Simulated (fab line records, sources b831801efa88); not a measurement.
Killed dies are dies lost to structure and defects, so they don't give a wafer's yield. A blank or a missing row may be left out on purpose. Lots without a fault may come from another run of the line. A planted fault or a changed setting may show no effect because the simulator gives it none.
Chamber matching | flow gf180mcu | GF_PASSIVATION_ETCH_11 on rie_diel-03: 4 sister chambers
The step etches the open film in CF4/O2, stops on TiN, target depth 2040 nm, time 453.3 s. 16 wafers are shown with their chamber, then 8 later ones without.

WAFERS WITH THEIR CHAMBER
wafer  | chamber | drypump_motor_current_A (A) | chamber_pressure_mTorr (mTorr) | oes_product_au (a.u.)
L074.2 | 0       | 5.8                         | 150.09                         | 0.988
L074.4 | 2       | 5.5                         | 150.23                         | 0.989
L074.5 | 3       | 6.4                         | 149.97                         | 0.994
L075.1 | 1       | 6.1                         | 149.95                         | 0.985
L075.4 | 3       | 6.4                         | 149.95                         | 0.990
L075.6 | 0       | 5.8                         | 149.96                         | 0.995
L079.3 | 1       | 6.0                         | 149.63                         | 0.980
L079.5 | 1       | 6.0                         | 150.08                         | 0.987
L079.6 | 0       | 5.8                         | 150.02                         | 0.999
L080.2 | 1       | 6.0                         | 150.03                         | 0.986
L080.5 | 0       | 5.8                         | 150.08                         | 0.990
L080.6 | 1       | 6.1                         | 149.82                         | 0.988
L086.1 | 1       | 6.1                         | 150.12                         | 0.990
L086.3 | 3       | 6.4                         | 150.02                         | 0.986
L086.6 | 2       | 5.4                         | 150.14                         | 0.988
L091.1 | 1       | 6.0                         | 150.01                         | 0.992

SIGNATURES (means of the wafers above)
reading                 | chamber 0 | chamber 1 | chamber 2 | chamber 3 | scatter within a chamber
drypump_motor_current_A | 5.800     | 6.043     | 5.450     | 6.400     | 0.043
chamber_pressure_mTorr  | 150.0375  | 149.9486  | 150.1850  | 149.9800  | 0.127
oes_product_au          | 0.99300   | 0.98686   | 0.98850   | 0.99000   | 0.00403
Rule: a wafer's distance from a chamber is the root of the sum, over the readings, of the square of ((its reading less the chamber's mean) divided by the reading's scatter). The wafer belongs to the nearest chamber; if the next one is less than 2 further off, it can't be placed. The scatter: the root of (the sum of the squares of (reading less its chamber's mean) over the shown wafers, divided by (wafers less chambers)).

WAFERS WITHOUT THEIR CHAMBER
wafer  | drypump_motor_current_A (A) | chamber_pressure_mTorr (mTorr) | oes_product_au (a.u.)
L091.4 | 5.5                         | 149.94                         | 0.991
L091.6 | 5.8                         | 149.85                         | 0.985
L094.1 | 5.5                         | 150.00                         | 0.991
L094.4 | 6.0                         | 149.96                         | 0.993
L094.5 | 6.4                         | 149.88                         | 0.990
L097.2 | 5.8                         | 149.83                         | 0.991
L097.5 | 5.5                         | 150.20                         | 0.982
L097.6 | 6.4                         | 150.00                         | 0.988

WHICH CHAMBER EACH WENT THROUGH
wafer  | from the rows above | in truth
L091.4 | 2                   | 2
L091.6 | 0                   | 0
L094.1 | 2                   | 2
L094.4 | 1                   | 1
L094.5 | 3                   | 3
L097.2 | 0                   | 0
L097.5 | 2                   | 2
L097.6 | 3                   | 3
Placed correctly: 8 of 8. Can't be placed from these rows: 0. Placed wrongly: 0.
